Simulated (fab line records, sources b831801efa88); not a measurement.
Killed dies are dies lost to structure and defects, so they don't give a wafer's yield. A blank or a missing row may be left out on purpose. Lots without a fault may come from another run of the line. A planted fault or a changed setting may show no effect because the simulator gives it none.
fab line records | flow gf180mcu
record lots=13 wafers=39 last_day=34
route steps=602 shown HV_LDD@197 V1@357 M3@412 V3@446
lots that met no fault: from a run of the same line without faults
start_h: hours from the record's first day to the start of the lot's first wafer shown | wait_h: hours since the lot's step before | " the same as in the row above | L1.1+2: a row that stands for several wafers | - no value, or no start given | * or withheld: withheld | < > ~ a bound
route shown NAME@n: a module of which the file shows steps, and the number in the route of the first | usual: mean/standard deviation of fault-free wafers | same: alike in all rows | chamber/n: place in a boat | sites: the reading at each site | _std_site: their standard deviation | _edge_site: outer sites' mean less inner sites' | radius_mm: how far each site lies from the wafer's centre | mask NAME#n: copy n | behind: the tool/chamber that last shaped the wafer | hold: why the lot was held/for how many hours/how that ended | device: the transistor (n, p or np) that didn't switch | end of line: the same wafers' tests at the end of the route | a step without rows: its recipe alone | killed: dies lost to structure and defects at the first sort, not the wafer's yield | map: a wafer's dies, x killed, . not, _ none there
set.NAME: the setting as run; set.NAME@STEP: as run at that earlier step | model.NAME: the simulator's own value behind a step, which no gauge read
steps of the route over a sample of lots; a table a step, a row a wafer
services: from which hour (start_h, from the record's first day; less than 0 if before it) a tool's chamber was out of use, for how many hours, and why
## steps
# step GF_HV_LDD_IMPLANT_21
# recipe species=BF2 energy_kev=25 dose_cm2=5e+13 tilt_deg=7
# usual dose_ions_cm2=5e+13/5.5e+10 faraday_current_uA=282/5.5
# columns lot.wafer tool chamber start_h wait_h dose_ions_cm2 faraday_current_uA
L426.1 implanter-03 0 242.34 0.0 4.996e+13 281
L426.2 " 0 " " 4.993e+13 290
L426.3 " 0 " " 4.994e+13 286
L427.2 implanter-03 0 252.12 0.0 4.993e+13 282
L427.4 " 0 " " 4.991e+13 283
L427.6 " 0 " " 4.993e+13 280
L429.1 implanter-03 0 263.85 0.0 5.002e+13 279
L429.3 " 0 " " 5.007e+13 281
L429.4 " 0 " " 5.004e+13 289
L430.3 implanter-04 0 273.10 0.1 4.999e+13 274
L430.5 " 0 " " 5.002e+13 272
L430.6 " 0 " " 4.999e+13 272
L432.3 implanter-04 0 290.29 0.1 5.008e+13 272
L432.4 " 0 " " 5e+13 280
L432.6 " 0 " " 4.999e+13 288
L433.1 implanter-03 0 292.97 0.1 4.993e+13 290
L433.3 " 0 " " 4.997e+13 283
L433.5 " 0 " " 4.995e+13 281
L434.2 implanter-03 0 307.37 0.0 4.997e+13 284
L434.3 " 0 " " 5.005e+13 279
L434.5 " 0 " " 5e+13 284
L435.3 implanter-03 0 310.99 0.1 7.681e+13 453
L435.5 " 0 " " 7.675e+13 438
L435.6 " 0 " " 7.682e+13 432
L437.1 implanter-04 0 326.00 0.0 5.003e+13 296
L437.2 " 0 " " 4.999e+13 288
L437.4 " 0 " " 5e+13 281
L439.2 implanter-03 0 338.67 0.0 7.669e+13 420
L439.4 " 0 " " 7.672e+13 442
L439.5 " 0 " " 7.674e+13 422
L443.1 implanter-02 0 372.49 0.0 4.997e+13 276
L443.4 " 0 " " 4.995e+13 279
L443.6 " 0 " " 5.005e+13 278
L446.1 implanter-02 0 395.74 0.0 4.996e+13 284
L446.3 " 0 " " 5.005e+13 282
L446.6 " 0 " " 4.996e+13 283
L447.2 implanter-03 0 400.97 0.0 5e+13 279
L447.5 " 0 " " 5.006e+13 280
L447.6 " 0 " " 4.996e+13 286
# step GF_HV_LDD_TW_MEAS_23
# usual HV_LDD_2_TW=1053/6.3
# columns lot.wafer tool chamber start_h wait_h HV_LDD_2_TW
L426.1 film_metro-01 - 242.59 0.1 1049
L426.2 " - " " 1048
L426.3 " - " " 1058
L427.2 film_metro-01 - 252.35 0.1 1051
L427.4 " - " " 1050
L427.6 " - " " 1056
L429.1 film_metro-04 - 264.10 0.1 1056
L429.3 " - " " 1053
L429.4 " - " " 1045
L430.3 film_metro-01 - 273.32 0.1 1064
L430.5 " - " " 1057
L430.6 " - " " 1057
L432.3 film_metro-01 - 290.51 0.1 1060
L432.4 " - " " 1056
L432.6 " - " " 1062
L433.1 film_metro-04 - 293.22 0.1 1053
L433.3 " - " " 1058
L433.5 " - " " 1054
L434.2 film_metro-01 - 307.60 0.1 1063
L434.3 " - " " 1058
L434.5 " - " " 1059
L435.3 film_metro-03 - 311.21 0.1 1212
L435.5 " - " " 1207
L435.6 " - " " 1211
L437.1 film_metro-01 - 326.25 0.1 1059
L437.2 " - " " 1056
L437.4 " - " " 1057
L439.2 film_metro-01 - 338.90 0.1 1211
L439.4 " - " " 1206
L439.5 " - " " 1209
L443.1 film_metro-04 - 372.74 0.1 1054
L443.4 " - " " 1053
L443.6 " - " " 1050
L446.1 film_metro-04 - 395.99 0.1 1055
L446.3 " - " " 1064
L446.6 " - " " 1055
L447.2 film_metro-04 - 401.21 0.1 1058
L447.5 " - " " 1061
L447.6 " - " " 1059
# step GF_V1_SPUTTER_22
# recipe material=TiN target_thk_nm=10 chamber_pressure_pa=5 power_w=4000 time_s=40
# usual chamber_pressure_pa=4.999/0.009 throttle_valve_pct=29.9/1.2
# same time_s=40
# columns lot.wafer tool chamber start_h wait_h chamber_pressure_pa throttle_valve_pct
L426.1 pvd_sputter-04 - 421.91 0.0 5.008 27.6
L426.2 " - " " 4.996 32.6
L426.3 " - " " 4.994 27.5
L427.2 pvd_sputter-04 - 432.74 0.0 4.994 30.5
L427.4 " - " " 5.007 32.7
L427.6 " - " " 5.002 27.3
L429.1 pvd_sputter-01 - 446.29 0.0 5.005 30.3
L429.3 " - " " 4.996 31.4
L429.4 " - " " 4.990 29.5
L430.3 pvd_sputter-04 - 460.36 0.0 4.991 32.6
L430.5 " - " " 5.002 32.4
L430.6 " - " " 5.008 27.5
L432.3 pvd_sputter-03 - 481.37 0.0 4.987 28.8
L432.4 " - " " 4.998 29.0
L432.6 " - " " 4.997 29.3
L433.1 pvd_sputter-01 - 487.89 0.0 5.009 31.6
L433.3 " - " " 5.007 30.1
L433.5 " - " " 5.004 29.1
L434.2 pvd_sputter-03 - 500.97 0.0 5.011 29.0
L434.3 " - " " 5.003 30.3
L434.5 " - " " 4.988 29.0
L435.3 pvd_sputter-03 - 504.67 0.0 4.984 28.6
L435.5 " - " " 4.995 29.2
L435.6 " - " " 4.995 28.7
L437.1 pvd_sputter-01 - 521.02 0.0 5.003 29.7
L437.2 " - " " 4.998 31.5
L437.4 " - " " 4.984 30.2
L439.2 pvd_sputter-03 - 534.03 0.0 4.993 30.5
L439.4 " - " " 5.012 30.8
L439.5 " - " " 5.002 28.8
L443.1 pvd_sputter-01 - 569.21 0.0 4.979 29.2
L443.4 " - " " 4.991 29.8
L443.6 " - " " 4.995 30.0
L446.1 pvd_sputter-03 - 592.82 0.0 4.989 30.3
L446.3 " - " " 4.997 28.9
L446.6 " - " " 4.981 28.9
L447.2 pvd_sputter-01 - 600.02 0.0 5.000 30.3
L447.5 " - " " 5.010 29.4
L447.6 " - " " 5.004 31.8
# step GF_M3_SPUTTER_03
# recipe material=Ti target_thk_nm=10 substrate_temp_c=300 chamber_pressure_pa=0.3 power_w=3000 time_s=6.7
# usual chamber_pressure_pa=0.3001/0.00062 throttle_valve_pct=29.7/1.6
# same time_s=6.7
# columns lot.wafer tool chamber start_h wait_h chamber_pressure_pa throttle_valve_pct
L426.1 pvd_sputter-02 - 474.29 0.0 0.2990 29.8
L426.2 " - " " 0.3002 30.7
L426.3 " - " " 0.2996 29.4
L427.2 pvd_sputter-03 - 485.03 0.0 0.2999 29.3
L427.4 " - " " 0.3002 30.3
L427.6 " - " " 0.3006 30.4
L429.1 pvd_sputter-04 - 497.95 0.0 0.3000 32.6
L429.3 " - " " 0.3005 27.6
L429.4 " - " " 0.2994 30.2
L430.3 pvd_sputter-04 - 512.10 0.0 0.3007 32.5
L430.5 " - " " 0.2996 30.2
L430.6 " - " " 0.3005 27.4
L432.3 pvd_sputter-03 - 532.07 0.0 0.3001 30.8
L432.4 " - " " 0.3002 30.5
L432.6 " - " " 0.3004 30.9
L433.1 pvd_sputter-03 - 537.62 0.0 0.2999 29.3
L433.3 " - " " 0.2996 30.4
L433.5 " - " " 0.3004 28.8
L434.2 pvd_sputter-04 - 551.25 0.0 0.2998 30.4
L434.3 " - " " 0.2990 32.5
L434.5 " - " " 0.2993 32.5
L435.3 pvd_sputter-04 - 554.67 0.0 0.2990 27.8
L435.5 " - " " 0.2996 30.3
L435.6 " - " " 0.3002 28.0
L437.1 pvd_sputter-04 - 569.65 0.0 0.2995 32.7
L437.2 " - " " 0.2997 30.4
L437.4 " - " " 0.2999 27.7
L439.2 pvd_sputter-02 - 582.26 0.0 0.3001 30.4
L439.4 " - " " 0.3007 30.9
L439.5 " - " " 0.3007 30.8
L443.1 pvd_sputter-03 - 615.24 0.0 0.2998 30.4
L443.4 " - " " 0.2999 30.5
L443.6 " - " " 0.3004 29.0
L446.1 pvd_sputter-04 - 637.81 0.0 0.3013 32.5
L446.3 " - " " 0.2998 30.1
L446.6 " - " " 0.3011 32.5
L447.2 pvd_sputter-02 - 644.31 0.0 0.2999 30.8
L447.5 " - " " 0.3005 29.6
L447.6 " - " " 0.2992 29.4
# step GF_V3_ETCH_17
# recipe chemistry=C4F8/O2/Ar mask_material=KrF target=SiO2 stop_on=TiN source_w=1500 bias_w=1200 pressure_mtorr=40 c4f8_flow_sccm=withheld O2_flow_sccm=6 Ar_flow_sccm=300 time_s=withheld target_depth_a=6350
# usual chamber_pressure_mTorr=40.00/0.038 oes_product_au=0.856/0.0044
# columns lot.wafer tool chamber start_h wait_h chamber_pressure_mTorr oes_product_au
L426.1 rie_diel-04 3 - - 40.01 0.859
L426.2 " 1 " " 39.95 0.859
L426.3 " 0 " " 39.99 0.858
L427.2 rie_diel-03 0 - - 40.01 0.855
L427.4 " 3 " " 39.93 0.853
L427.6 " 0 " " 40.04 0.847
L429.1 rie_diel-04 1 - - 39.99 0.848
L429.3 " 3 " " 40.10 0.859
L429.4 " 2 " " 39.98 0.860
L430.3 rie_diel-01 2 - - 40.01 0.856
L430.5 " 1 " " 40.02 0.859
L430.6 " 2 " " 39.99 0.862
L432.3 rie_diel-01 0 - - 39.98 0.854
L432.4 " 0 " " 40.00 0.856
L432.6 " 3 " " 40.07 0.855
L433.1 rie_diel-01 0 - - 39.99 0.857
L433.3 " 2 " " 39.95 0.860
L433.5 " 3 " " 39.98 0.849
L434.2 rie_diel-01 3 - - 40.03 0.850
L434.3 " 2 " " 40.00 0.853
L434.5 " 1 " " 40.00 0.859
L435.3 rie_diel-01 2 - - 39.99 0.850
L435.5 " 1 " " 39.98 0.858
L435.6 " 0 " " 39.96 0.857
L437.1 rie_diel-03 3 - - 40.02 0.849
L437.2 " 1 " " 40.03 0.858
L437.4 " 2 " " 39.96 0.863
L439.2 rie_diel-04 2 - - 40.04 0.850
L439.4 " 1 " " 40.10 0.856
L439.5 " 0 " " 40.08 0.852
L443.1 rie_diel-03 3 - - 40.04 0.856
L443.4 " 2 " " 40.05 0.855
L443.6 " 3 " " 40.03 0.854
L446.1 rie_diel-03 0 - - 39.98 0.851
L446.3 " 2 " " 40.08 0.861
L446.6 " 3 " " 39.98 0.864
L447.2 rie_diel-03 3 - - 40.02 0.862
L447.5 " 1 " " 40.02 0.853
L447.6 " 2 " " 40.00 0.857
## services
# columns tool chamber start_h hours kind
rie_diel-01 - 220.75 13.2 repair
rie_diel-03 - 246.06 28.1 pm
pvd_sputter-01 - 257.74 1.9 repair
rie_diel-03 2 303.45 14.4 repair
rie_diel-01 - 316.69 14.6 pm
rie_diel-03 3 347.36 6.3 repair
rie_diel-03 2 351.43 7.4 repair
implanter-03 - 363.59 1.6 repair
implanter-03 - 376.63 4.1 pm
implanter-03 - 382.96 1.6 repair
pvd_sputter-04 - 398.94 3.2 repair
pvd_sputter-01 - 400.45 1.4 repair
rie_diel-03 2 408.96 5.3 repair
pvd_sputter-01 - 412.27 0.6 repair
pvd_sputter-01 - 438.60 2.9 repair
rie_diel-03 - 456.38 2.8 repair
implanter-03 - 462.08 13.7 pm
pvd_sputter-03 - 509.71 2.5 repair
rie_diel-01 3 524.47 3.1 repair
pvd_sputter-03 - 587.65 2.4 repair
implanter-03 - 591.10 2.9 repair
implanter-03 - 605.68 2.2 repair
pvd_sputter-03 - 664.54 1.5 repair
pvd_sputter-03 - 676.32 7.0 repair
## key
first_sign step=GF_HV_LDD_IMPLANT_21 reading=dose_ions_cm2 direction=up sigmas=99+ usual=5e+13 struck=7.676e+13
effect step=GF_HV_LDD_IMPLANT_21 reading=faraday_current_uA direction=up sigmas=28 usual=282 struck=434
effect step=GF_HV_LDD_TW_MEAS_23 reading=HV_LDD_2_TW direction=up sigmas=25 usual=1053 struck=1209
met_at GF_HV_LDD_IMPLANT_21
struck_lots L435,L439
tester_left_out L435,L439
not_acting_at GF_V1_SPUTTER_22,GF_M3_SPUTTER_03,GF_V3_ETCH_17
onset_between 307.37 310.99
fault kind=process_parameter_drift tool=implanter-03 chamber=- onset_h=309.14 steps=GF_HV_LDD_IMPLANT_21 channel=dose_cm2 offset=2.6736e+13 shape=step end_h=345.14 acts_in=these_recipes_only stated=5e+13
# tester_left_out: of these lots the tester's yield and bins aren't shown, on N5 and GAA mostly nor the transistor test; their killed dies are dies lost to structure and defects alone, not to doping, threshold or leakage, so they don't give the yield
